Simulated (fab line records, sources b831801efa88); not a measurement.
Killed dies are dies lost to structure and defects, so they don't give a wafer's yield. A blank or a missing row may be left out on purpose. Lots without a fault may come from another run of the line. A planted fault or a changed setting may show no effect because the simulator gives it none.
fab line records | flow gf180mcu
record lots=7 wafers=21 last_day=34
route steps=602 shown M1@333 V1@335 PASSIVATION@602
lots that met no fault: from a run of the same line without faults
start_h: hours from the record's first day to the start of the lot's first wafer shown | wait_h: hours since the lot's step before | " the same as in the row above | L1.1+2: a row that stands for several wafers | - no value, or no start given | * or withheld: withheld | < > ~ a bound
route shown NAME@n: a module of which the file shows steps, and the number in the route of the first | usual: mean/standard deviation of fault-free wafers | same: alike in all rows | chamber/n: place in a boat | sites: the reading at each site | _std_site: their standard deviation | _edge_site: outer sites' mean less inner sites' | radius_mm: how far each site lies from the wafer's centre | mask NAME#n: copy n | behind: the tool/chamber that last shaped the wafer | hold: why the lot was held/for how many hours/how that ended | device: the transistor (n, p or np) that didn't switch | end of line: the same wafers' tests at the end of the route | a step without rows: its recipe alone | killed: dies lost to structure and defects at the first sort, not the wafer's yield | map: a wafer's dies, x killed, . not, _ none there
set.NAME: the setting as run; set.NAME@STEP: as run at that earlier step | model.NAME: the simulator's own value behind a step, which no gauge read
lots at some steps of the route; a table a step, a row a wafer
services: from which hour (start_h, from the record's first day; less than 0 if before it) a tool's chamber was out of use, for how many hours, and why
## steps
# step GF_M1_STRIP_18
# recipe chemistry=post_etch_residue_remover time_s=1200 temp_c=72.5
# step GF_M1_CLEAN_19
# recipe chemistry=DIW dry=n2_spin
# step GF_V1_CVD_00
# recipe material=SiO2 target_thk_nm=600 sigma_open_frac=0.3 temp_c=400 time_s=97.07 sih4_flow_sccm=60 pressure_mtorr=6
# step GF_V1_THK_MEAS_01
# recipe reads=SiO2_of_V1_CVD_00
# usual V1_CVD_00_THK=583/8
# columns lot.wafer tool chamber start_h wait_h V1_CVD_00_THK[nm]
L229.3 film_metro-02 - 451.14 0.1 585
L229.5 " - " " 590
L229.6 " - " " 582
L232.2 film_metro-04 - 484.10 0.0 573
L232.3 " - " " 573
L232.5 " - " " 578
L233.1 film_metro-03 - 486.08 0.0 576
L233.5 " - " " 580
L233.6 " - " " 593
L234.1 film_metro-04 - 493.12 0.0 581
L234.3 " - " " 578
L234.5 " - " " 576
L235.2 film_metro-04 - 496.40 0.0 591
L235.5 " - " " 573
L235.6 " - " " 576
L243.1 film_metro-04 - 566.21 0.0 584
L243.3 " - " " 579
L243.5 " - " " 584
L246.1 film_metro-02 - 590.21 0.0 596
L246.3 " - " " 588
L246.4 " - " " 574
# step GF_V1_CVD_02
# recipe material=SiO2 target_thk_nm=850 precursor=TEOS temp_c=400 time_s=94.851 rf_w=600
# usual heater_power_w=549/87
# columns lot.wafer tool chamber start_h wait_h heater_power_w
L229.3 pecvd-02 2 451.18 0.0 521
L229.5 " 1 " " 402
L229.6 " 0 " " 571
L232.2 pecvd-02 0 484.15 0.0 515
L232.3 " 1 " " 424
L232.5 " 2 " " 552
L233.1 pecvd-03 1 486.14 0.1 613
L233.5 " 1 " " 662
L233.6 " 2 " " 654
L234.1 pecvd-02 1 493.18 0.1 336
L234.3 " 0 " " 603
L234.5 " 0 " " 473
L235.2 pecvd-02 2 496.45 0.0 567
L235.5 " 0 " " 469
L235.6 " 2 " " 591
L243.1 pecvd-04 2 566.27 0.1 422
L243.3 " 0 " " 645
L243.5 " 0 " " 497
L246.1 pecvd-04 2 590.27 0.1 497
L246.3 " 0 " " 618
L246.4 " 0 " " 637
# step GF_V1_THK_MEAS_03
# recipe reads=SiO2_of_V1_CVD_02
# usual V1_CVD_02_THK=851/12
# columns lot.wafer tool chamber start_h wait_h V1_CVD_02_THK[nm]
L229.3 film_metro-03 - 451.27 0.1 848
L229.5 " - " " 869
L229.6 " - " " 862
L232.2 film_metro-02 - 484.23 0.0 846
L232.3 " - " " 848
L232.5 " - " " 842
L233.1 film_metro-04 - 486.21 0.0 838
L233.5 " - " " 850
L233.6 " - " " 854
L234.1 film_metro-04 - 493.25 0.0 853
L234.3 " - " " 842
L234.5 " - " " 858
L235.2 film_metro-02 - 496.53 0.0 826
L235.5 " - " " 865
L235.6 " - " " 839
L243.1 film_metro-02 - 566.34 0.0 855
L243.3 " - " " 857
L243.5 " - " " 861
L246.1 film_metro-04 - 590.34 0.0 845
L246.3 " - " " 838
L246.4 " - " " 851
# step GF_V1_CMP_04
# recipe material=SiO2 down_force_psi=4 platen_rpm=60 pad_velocity_m_s=0.94248
# usual motor_current_A=11.9/0.89 time_to_endpoint_s=79/6.6
# columns lot.wafer tool chamber start_h wait_h motor_current_A time_to_endpoint_s
L229.3 cmp-02 3 451.36 0.1 12.9 71
L229.6 " 2 " " 11.3 84
L229.5 " 3 " " 13.8 77
L232.2 cmp-01 3 484.28 0.0 12.8 72
L232.3 " 2 " " 11.9 74
L232.5 " 3 " " 12.9 71
L233.1 cmp-01 1 486.32 0.1 11.7 71
L233.5 " 0 " " 11.0 79
L233.6 " 1 " " 12.0 77
L234.1 cmp-02 2 493.36 0.1 11.3 77
L234.3 " 3 " " 13.5 67
L234.5 " 2 " " 12.1 81
L235.2 cmp-01 0 496.63 0.1 11.1 74
L235.5 " 3 " " 13.0 84
L235.6 " 0 " " 11.2 76
L243.1 cmp-01 1 566.73 0.4 11.5 83
L243.3 " 2 " " 11.9 85
L243.5 " 3 " " 12.1 86
L246.4 cmp-01 3 590.40 0.0 12.6 81
L246.3 " 0 " " 11.0 78
L246.1 " 2 " " 11.7 84
# step GF_V1_BOW_MEAS_05
# recipe mode=bow
# usual V1_BOW=81/7.2
# columns lot.wafer tool chamber start_h wait_h V1_BOW[um]
L229.3 film_metro-04 - 451.65 0.2 76
L229.5 " - " " 76
L229.6 " - " " 82
L232.2 film_metro-03 - 484.60 0.3 90
L232.3 " - " " 88
L232.5 " - " " 87
L233.1 film_metro-03 - 486.57 0.2 73
L233.5 " - " " 81
L233.6 " - " " 82
L234.1 film_metro-02 - 493.61 0.2 78
L234.3 " - " " 75
L234.5 " - " " 82
L235.2 film_metro-04 - 496.90 0.2 82
L235.5 " - " " 84
L235.6 " - " " 79
L243.1 film_metro-03 - 566.93 0.1 83
L243.3 " - " " 85
L243.5 " - " " 95
L246.1 film_metro-02 - 590.70 0.1 88
L246.3 " - " " 95
L246.4 " - " " 100
# step GF_V1_DEHYDRATE_06
# recipe temp_c=200 time_s=60
# step GF_V1_HMDS_07
# recipe prime_time_s=60 prime_temp_c=120
# step GF_V1_COAT_08
# recipe resist=BARC temp_c=withheld time_s=withheld spin_rpm=withheld resist_thk_nm=withheld
# step GF_V1_COAT_09
# recipe resist=KrF spin_rpm=withheld resist_thk_nm=1000
# step GF_V1_SOFTBAKE_10
# recipe temp_c=130 time_s=60 resist=KrF
# usual chill_plate_temp_C=23.00/0.11 heater_power_total_W=93.05/0.068 plate_temp_C=129.97/0.13
# columns lot.wafer tool chamber start_h wait_h chill_plate_temp_C heater_power_total_W plate_temp_C
L229.3 litho_track-04 0 463 - 22.83 92.90 130.06
L229.5 " 0 " " 22.99 93.09 130.04
L229.6 " 0 464 - 22.96 93.15 130.09
L232.2 litho_track-03 0 496 - 22.83 93.05 130.13
L232.3 " 0 " " 22.83 93.15 130.07
L232.5 " 0 " " 22.95 93.03 129.98
L233.1 litho_track-03 0 498 - 23.20 77.98 113.67
L233.5 " 0 " " 22.97 77.98 113.75
L233.6 " 0 " " 23.05 77.98 113.70
L234.1 litho_track-03 0 505 - 23.00 77.82 113.71
L234.3 " 0 " " 22.86 77.96 113.62
L234.5 " 0 " " 23.08 78.01 113.69
L235.2 litho_track-03 0 508 - 22.89 77.89 113.62
L235.5 " 0 " " 22.99 77.87 113.59
L235.6 " 0 " " 22.92 77.87 113.71
L243.1 litho_track-04 0 577 - 23.06 92.95 129.88
L243.3 " 0 " " 23.18 93.03 129.88
L243.5 " 0 " " 23.09 93.00 129.70
L246.1 litho_track-04 0 601 - 23.20 93.03 130.03
L246.3 " 0 " " 22.99 92.99 129.87
L246.4 " 0 " " 22.95 93.14 129.95
# step GF_V1_EXPOSE_11
# recipe mask_id=Via1 target_cd_nm=260 na=0.68 source_shape=conventional sigma_outer=0.6 dose_mj=38
# step GF_V1_PEB_12
# recipe peb_temp_c=135 peb_time_s=90 resist=KrF
# step GF_V1_DEVELOP_13
# recipe develop_time_s=60 resist=KrF dev_temp_c=21
# usual chill_plate_temp_C=23.00/0.11
# columns lot.wafer tool chamber start_h wait_h chill_plate_temp_C model.KrF_of_V1_COAT_09.thk_nm
L229.3 litho_track-04 0 475.63 0.1 23.01 984.9
L229.5 " 0 " " 23.02 988
L229.6 " 0 " " 22.95 984.9
L232.2 litho_track-02 0 507.98 0.2 22.94 983.6
L232.3 " 0 " " 22.76 981.9
L232.5 " 0 " " 22.90 980.9
L233.1 litho_track-04 0 510.23 0.2 23.04 1003
L233.5 " 0 " " 23.19 1004
L233.6 " 0 " " 23.06 1006
L234.1 litho_track-04 0 517.28 0.2 23.01 1005
L234.3 " 0 " " 22.84 1000
L234.5 " 0 " " 23.00 1001
L235.2 litho_track-02 0 519.93 0.2 23.10 1003
L235.5 " 0 " " 23.02 1001
L235.6 " 0 " " 22.91 1002
L243.1 litho_track-03 0 588.60 0.2 22.78 985.8
L243.3 " 0 " " 22.94 987
L243.5 " 0 " " 22.88 985.4
L246.1 litho_track-04 0 612.28 0.2 23.05 987.3
L246.3 " 0 " " 23.03 983.1
L246.4 " 0 " " 23.09 983
# step GF_V1_CD_MEAS_14
# recipe target_cd_nm=260
# usual cd_nm=260.3/1.3
# columns lot.wafer tool chamber start_h wait_h cd_nm
L229.3 cd_sem-01 - 475.77 0.1 258.2
L229.5 " - " " 260.0
L229.6 " - " " 258.5
L232.2 cd_sem-02 - 508.12 0.1 259.2
L232.3 " - " " 259.7
L232.5 " - " " 259.9
L233.1 cd_sem-01 - 510.38 0.1 231.1
L233.5 " - " " 230.6
L233.6 " - " " 230.6
L234.1 cd_sem-01 - 517.43 0.1 231.9
L234.3 " - " " 233.2
L234.5 " - " " 231.7
L235.2 cd_sem-01 - 520.07 0.1 230.3
L235.5 " - " " 229.7
L235.6 " - " " 231.3
L243.1 cd_sem-01 - 588.75 0.1 260.8
L243.3 " - " " 260.1
L243.5 " - " " 260.8
L246.1 cd_sem-01 - 612.43 0.1 259.5
L246.3 " - " " 260.9
L246.4 " - " " 260.9
# step GF_V1_OVL_MEAS_15
# usual V1_OVL=0/5.8
# columns lot.wafer tool chamber start_h wait_h V1_OVL[nm]
L229.3 overlay-01 - 475.87 0.1 -9
L229.5 " - " " -6
L229.6 " - " " -8
L232.2 overlay-01 - 508.23 0.1 -2
L232.3 " - " " 11
L232.5 " - " " 3
L233.1 overlay-01 - 510.50 0.1 9
L233.5 " - " " 10
L233.6 " - " " 4
L234.1 overlay-01 - 517.55 0.1 -8
L234.3 " - " " 2
L234.5 " - " " -6
L235.2 overlay-01 - 520.18 0.1 8
L235.5 " - " " 4
L235.6 " - " " 8
L243.1 overlay-01 - 588.87 0.1 -2
L243.3 " - " " -8
L243.5 " - " " -5
L246.1 overlay-02 - 612.55 0.1 -1
L246.3 " - " " 5
L246.4 " - " " 5
# step GF_V1_ETCH_16
# recipe chemistry=N2/H2 target_depth_a=withheld overetch_a=withheld time_s=withheld target=BARC ion_energy_ev=200 source_w=500 bias_w=100 pressure_mtorr=30 n2_flow_sccm=100 h2_flow_sccm=200
# usual drypump_motor_current_A=5.8/0.48 oes_product_au=0.854/0.0044 throttle_valve_pct=13.226/0.0093
# columns lot.wafer tool chamber start_h wait_h drypump_motor_current_A oes_product_au throttle_valve_pct model.V1.cd_nm
L229.3 rie_diel-03 0 475.89 0.0 5.0 0.849 13.238 257.8
L229.5 " 0 " " 5.0 0.854 13.234 258.5
L229.6 " 1 " " 6.5 0.859 13.241 258.4
L232.2 rie_diel-01 0 508.26 0.0 5.7 0.860 13.223 260.3
L232.3 " 1 " " 6.4 0.862 13.228 260.1
L232.5 " 3 " " 6.0 0.848 13.219 260.4
L233.1 rie_diel-02 3 510.54 0.0 5.9 0.851 13.230 230
L233.5 " 3 " " 5.9 0.856 13.225 229.7
L233.6 " 2 " " 6.2 0.853 13.229 229.7
L234.1 rie_diel-02 3 517.59 0.0 5.9 0.852 13.253 230.8
L234.3 " 0 " " 5.7 0.854 13.230 233.6
L234.5 " 0 " " 5.7 0.850 13.219 232.3
L235.2 rie_diel-02 2 520.21 0.0 6.3 0.858 13.220 229.1
L235.5 " 2 " " 6.3 0.853 13.222 228.4
L235.6 " 1 " " 5.3 0.851 13.231 231.6
L243.1 rie_diel-01 0 588.91 0.0 5.7 0.853 13.224 261.8
L243.3 " 3 " " 5.9 0.853 13.225 260.3
L243.5 " 3 " " 5.9 0.852 13.215 260.5
L246.1 rie_diel-03 1 612.59 0.0 6.5 0.857 13.195 260.5
L246.3 " 3 " " 5.5 0.862 13.232 261.3
L246.4 " 0 " " 5.0 0.856 13.230 259.8
# step GF_V1_ETCH_17
# recipe chemistry=C4F8/O2/Ar mask_material=KrF target=SiO2 stop_on=TiN source_w=1500 bias_w=1200 pressure_mtorr=40 c4f8_flow_sccm=withheld O2_flow_sccm=6 Ar_flow_sccm=300 time_s=withheld target_depth_a=6300
# usual oes_product_au=0.855/0.0054
# columns lot.wafer tool chamber start_h wait_h oes_product_au model.V1.cd_nm
L229.3 rie_diel-03 0 - - 0.852 258
L229.5 " 0 " " 0.856 258.7
L229.6 " 1 " " 0.860 258.7
L232.2 rie_diel-01 0 - - 0.858 259.5
L232.3 " 1 " " 0.857 260.2
L232.5 " 3 " " 0.850 260.3
L233.1 rie_diel-02 3 - - 0.850 229.9
L233.5 " 3 " " 0.854 229.6
L233.6 " 2 " " 0.860 230.2
L234.1 rie_diel-02 3 - - 0.853 231
L234.3 " 0 " " 0.850 233.7
L234.5 " 0 " " 0.852 232.4
L235.2 rie_diel-02 2 - - 0.862 229.4
L235.5 " 2 " " 0.862 228.6
L235.6 " 1 " " 0.853 230.3
L243.1 rie_diel-01 0 - - 0.858 261.8
L243.3 " 3 " " 0.864 260.6
L243.5 " 3 " " 0.855 260.6
L246.1 rie_diel-03 1 - - 0.860 260.1
L246.3 " 3 " " 0.860 261.1
L246.4 " 0 " " 0.862 260.1
# step GF_V1_STRIP_18
# recipe chemistry=O2/N2 power_w=1400 pressure_mtorr=1500 platen_temp_c=250 o2_flow_sccm=3000 n2_flow_sccm=300 overash_fraction=0.5
# usual drypump_motor_current_A=5.8/0.44 heater_power_w=322/11 oes_product_au=0.593/0.0054
# columns lot.wafer tool chamber start_h wait_h drypump_motor_current_A heater_power_w oes_product_au rf_hours_counter_h
L229.3 plasma_asher-02 1 476.05 - 6.0 333 0.592 -
L229.5 " 1 " " 6.0 336 0.599 -
L229.6 " 0 " " 5.8 313 0.599 -
L232.2 plasma_asher-01 0 508.39 - 5.4 316 0.587 39
L232.3 " 0 " " 5.4 321 0.590 -
L232.5 " 1 " " 6.1 316 0.598 -
L233.1 plasma_asher-01 0 510.67 - 5.4 332 0.600 39
L233.5 " 0 " " 5.4 316 0.599 -
L233.6 " 1 " " 6.1 307 0.607 -
L234.1 plasma_asher-04 1 517.72 - 6.3 336 0.604 86
L234.3 " 0 " " 5.1 320 0.600 -
L234.5 " 0 " " 5.1 322 0.599 -
L235.2 plasma_asher-01 1 520.34 - 6.1 306 0.604 40
L235.5 " 0 " " 5.4 319 0.598 -
L235.6 " 1 " " 6.1 310 0.601 -
L243.1 plasma_asher-04 0 589.03 - 5.0 326 0.586 93
L243.3 " 0 " " 5.0 316 0.593 -
L243.5 " 1 " " 6.2 333 0.588 -
L246.1 plasma_asher-04 0 612.72 - 5.1 328 0.583 96
L246.3 " 1 " " 6.3 336 0.599 -
L246.4 " 0 " " 5.0 315 0.591 -
# step GF_PASSIVATION_PROBE_99
# columns lot.wafer tool chamber start_h wait_h model.etest.via1_chain.rc_ohm
L229.3 prober-02 - 724.61 0.2 6.591
L229.5 prober-02 - 724.71 0.2 6.496
L229.6 prober-02 - 724.76 0.2 6.425
L232.2 prober-01 - 746.66 0.1 6.417
L232.3 prober-01 - 746.71 0.2 6.269
L232.5 prober-01 - 746.81 0.2 6.629
L233.1 prober-02 - 748.76 0.1 8.173
L233.5 prober-02 - 748.96 0.2 7.96
L233.6 prober-02 - 749.01 0.2 8.127
L234.1 prober-01 - 754.77 0.1 7.963
L234.3 prober-01 - 754.87 0.2 7.691
L234.5 prober-01 - 754.97 0.2 7.786
L235.2 prober-02 - 757.02 0.1 8.245
L235.5 prober-02 - 757.17 0.2 8.233
L235.6 prober-02 - 757.22 0.2 8.105
L243.1 prober-02 - 803.87 0.1 6.375
L243.3 prober-02 - 803.97 0.2 6.321
L243.5 prober-02 - 804.07 0.2 6.333
L246.1 prober-01 - 822.52 0.1 6.306
L246.3 prober-01 - 822.62 0.2 6.079
L246.4 prober-01 - 822.67 0.2 6.2
# killed by level:class
L229.3 V3:geometric_particle:open=7 V5:geometric_particle:open=6 CONTACT:geometric_particle:open=5 V4:geometric_particle:open=4 STI:geometric_particle:open=3 V1:geometric_particle:open=3 STI:geometric_particle:short=2 V3:geometric_particle:short=2
L229.5 CONTACT:geometric_particle:open=6 V5:geometric_particle:open=5 STI:geometric_particle:short=4 CONTACT:geometric_particle:short=3 V3:geometric_particle:open=3 M4:geometric_particle:short=3 V5:geometric_particle:short=3 SAB:geometric_particle:short=2
L229.6 M1:geometric_particle:short=5 STI:geometric_particle:open=4 V3:geometric_particle:open=4 V5:geometric_particle:open=4 V4:geometric_particle:open=3 M5:geometric_particle:short=3 V5:geometric_particle:short=3 V3:geometric_particle:short=2
L232.2 CONTACT:geometric_particle:open=7 V1:geometric_particle:open=5 STI:geometric_particle:open=4 V2:geometric_particle:open=4 CONTACT:geometric_particle:short=3 V4:geometric_particle:short=3 V1:geometric_particle:short=3 V2:geometric_particle:short=3
L232.3 V1:geometric_particle:open=6 V3:geometric_particle:open=6 STI:geometric_particle:open=3 CONTACT:geometric_particle:short=3 V4:geometric_particle:open=3 CONTACT:geometric_particle:open=2 V1:geometric_particle:short=2 V2:geometric_particle:short=2
L232.5 CONTACT:geometric_particle:open=7 STI:geometric_particle:short=6 V1:geometric_particle:open=5 V2:geometric_particle:open=4 V2:geometric_particle:short=4 V5:geometric_particle:short=4 M1:geometric_particle:short=3 M3:geometric_particle:short=3
L243.1 V3:geometric_particle:open=5 V5:geometric_particle:open=4 STI:geometric_particle:open=3 STI:geometric_particle:short=3 V2:geometric_particle:open=3 V3:geometric_particle:short=3 M4:geometric_particle:short=3 SALICIDE:geometric_particle:open=2
L243.3 V5:geometric_particle:open=8 V3:geometric_particle:open=7 STI:geometric_particle:short=6 CONTACT:geometric_particle:open=4 V1:geometric_particle:open=4 M1:geometric_particle:short=3 V2:geometric_particle:short=3 STI:geometric_particle:open=2
L243.5 V1:geometric_particle:open=6 M5:geometric_particle:short=6 M3:geometric_particle:short=4 STI:geometric_particle:open=3 V1:geometric_particle:short=3 STI:geometric_particle:short=2 V2:geometric_particle:open=2 V2:geometric_particle:short=2
L246.1 V5:geometric_particle:open=6 CONTACT:geometric_particle:open=5 M1:geometric_particle:short=5 V2:geometric_particle:open=5 V3:geometric_particle:short=4 M4:geometric_particle:short=3 V1:geometric_particle:open=3 M3:geometric_particle:short=3
L246.3 V5:geometric_particle:open=7 STI:geometric_particle:open=5 CONTACT:geometric_particle:open=4 V1:geometric_particle:open=4 V3:geometric_particle:open=4 CONTACT:geometric_particle:short=3 V2:geometric_particle:short=3 STI:geometric_particle:short=2
L246.4 V2:geometric_particle:open=5 V3:geometric_particle:open=5 STI:geometric_particle:open=4 STI:geometric_particle:short=3 CONTACT:geometric_particle:short=3 V4:geometric_particle:open=3 M5:geometric_particle:short=3 V5:geometric_particle:short=3
## services
# columns tool chamber start_h hours kind
rie_diel-03 1 430.55 3.2 repair
rie_diel-01 2 434.02 6.4 repair
pecvd-02 - 438.10 1.4 repair
rie_diel-03 - 445.73 2.2 repair
plasma_asher-01 - 449.42 8.5 repair
rie_diel-01 2 459.83 2.4 repair
rie_diel-03 1 461.92 1.9 repair
plasma_asher-04 - 476.50 1.3 repair
rie_diel-01 2 488.69 8.1 repair
pecvd-02 - 500.69 2.8 pm
rie_diel-02 3 504.05 2.9 repair
rie_diel-03 - 510.04 14.6 pm
pecvd-02 0 511.81 10.4 repair
rie_diel-03 2 528.47 1.9 repair
rie_diel-01 - 529.95 2.8 pm
cmp-01 - 535.45 1.3 repair
rie_diel-01 2 540.44 3.1 repair
rie_diel-02 3 549.29 9.9 repair
rie_diel-01 1 554.65 4.8 repair
rie_diel-03 1 557.04 2.0 repair
rie_diel-02 - 559.84 0.6 repair
pecvd-02 0 567.81 12.8 repair
rie_diel-01 - 580.33 0.1 repair
rie_diel-01 2 585.82 5.7 repair
## key
first_sign step=GF_V1_SOFTBAKE_10 reading=heater_power_total_W direction=down sigmas=99+ usual=93.05 struck=77.93
effect step=GF_V1_SOFTBAKE_10 reading=plate_temp_C direction=down sigmas=99+ usual=* struck=*
effect step=GF_V1_CD_MEAS_14 reading=cd_nm direction=down sigmas=23 usual=260.3 struck=231.1
model_effect step=GF_V1_DEVELOP_13 value=KrF_of_V1_COAT_09.thk_nm without=981.2 struck=1003
model_effect step=GF_V1_ETCH_16 value=V1.cd_nm without=259.7 struck=230.6
model_effect step=GF_V1_ETCH_17 value=V1.cd_nm without=259.6 struck=230.5
model_effect step=GF_PASSIVATION_PROBE_99 value=etest.via1_chain.rc_ohm without=6.408 struck=8.031
met_at GF_V1_SOFTBAKE_10
struck_wafers L233.1,L233.5,L233.6,L234.1,L234.3,L234.5,L235.2,L235.5,L235.6
sort_left_out L233.1,L233.5,L233.6,L234.1,L234.3,L234.5,L235.2,L235.5,L235.6
onset_between 496 498
fault kind=process_parameter_drift tool=litho_track-03 chamber=- onset_h=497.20 steps=GF_V1_SOFTBAKE_10 channel=temp_c offset=* shape=step end_h=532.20 acts_in=* stated=*
# sort_left_out: the simulated sort isn't trusted on such a fault, so these wafers' sort isn't shown, and their yield isn't known
